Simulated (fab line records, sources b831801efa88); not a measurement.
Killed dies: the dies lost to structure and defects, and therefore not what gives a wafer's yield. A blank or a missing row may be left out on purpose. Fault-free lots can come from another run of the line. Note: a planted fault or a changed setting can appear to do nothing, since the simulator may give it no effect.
Which tool was responsible?	flow gf180mcu	42 wafers from 14 lots sampled at 2 of the route's 602 steps

== WHAT THE GAUGES READ, wafer by wafer ==
GF_V5_THK_MEAS_25: measures by xrf. Usual: V5_W_THK 348 nm, standard deviation 4.6.
lot	measured	on	V5_W_THK (nm)	flag
L596	day 27 02:19	filmMetro-01	352 355 348	
L597	day 27 08:47	filmMetro-03	344 343 347	
L598	day 27 20:47	filmMetro-04	342 338 343	
L599	day 28 03:28	filmMetro-01	351 352 349	
L600	day 28 14:39	filmMetro-03	346 347 346	
L601	day 28 22:05	filmMetro-01	349 346 348	
L603	day 29 16:13	filmMetro-01	352 351 356	
L613	day 32 06:10	filmMetro-01	346 344 344	
L614	day 32 11:26	filmMetro-04	339 345 339	
L615	day 32 18:59	filmMetro-04	344 346 343	
L618	day 33 11:51	filmMetro-01	351 347 351	
L619	day 33 14:10	filmMetro-03	348 352 353	

== WHAT TOOL EACH LOT RAN ON (gives the tool, then ch and the chambers of the sampled wafers, and finally the start) ==
lot	GF_HV_LDD_DEVELOP_45
L596	lithoTrack-03 ch 0, day 12 05:17
L597	lithoTrack-04 ch 0, day 12 13:26
L598	lithoTrack-03 ch 0, day 13 01:08
L599	lithoTrack-03 ch 0, day 13 06:56
L600	lithoTrack-04 ch 0, day 13 17:41
L601	lithoTrack-03 ch 0, day 13 23:54
L603	lithoTrack-04 ch 0, day 14 20:14
L611	lithoTrack-01 ch 0, day 17 11:03
L612	lithoTrack-01 ch 0, day 18 02:28
L613	lithoTrack-03 ch 0, day 18 04:55
L614	lithoTrack-04 ch 0, day 18 10:53
L615	lithoTrack-04 ch 0, day 18 19:41
L618	lithoTrack-04 ch 0, day 19 19:54
L619	lithoTrack-04 ch 0, day 20 02:20
- GF_HV_LDD_DEVELOP_45: develop time 60 s.

== WHAT THE TOOLS THEMSELVES READ (means of the sampled wafers that have a number; where no wafer has one, the mark that the record gives instead) ==
GF_HV_LDD_DEVELOP_45. Usual: 23.00 C for developerTempC, sd 0.092.
lot	tool	developerTempC (C)	flag
L596	lithoTrack-03	22.98	
L597	lithoTrack-04	23.11	
L598	lithoTrack-03	23.11	
L599	lithoTrack-03	22.92	
L600	lithoTrack-04	22.98	
L601	lithoTrack-03	23.07	
L603	lithoTrack-04	23.00	
L611	lithoTrack-01	23.07	
L612	lithoTrack-01	23.12	
L613	lithoTrack-03	22.92	
L614	lithoTrack-04	23.02	
L615	lithoTrack-04	22.88	
L618	lithoTrack-04	23.06	
L619	lithoTrack-04	23.01	

== THE ANSWER, worked out from the rows above alone ==
Rule: a lot is off if the mean of its wafers that have a number lies more than 3 standard deviations from the usual mean. A lot without any number at a reading at which 4 lots or more have one is off too. Where the step has rows for the other lots, those lots are counted as sound. Order of review: gauges by route order, followed by the tools' own readings, for which a lot's mean as printed above is used. The first step at which some lot is off is used, and at that step the reading that is off furthest; a lot without a number counts as furthest.
Across all readings shown, no lot is off: no conclusion can be drawn from this.

== WHAT THE SIMULATOR PUT IN ==
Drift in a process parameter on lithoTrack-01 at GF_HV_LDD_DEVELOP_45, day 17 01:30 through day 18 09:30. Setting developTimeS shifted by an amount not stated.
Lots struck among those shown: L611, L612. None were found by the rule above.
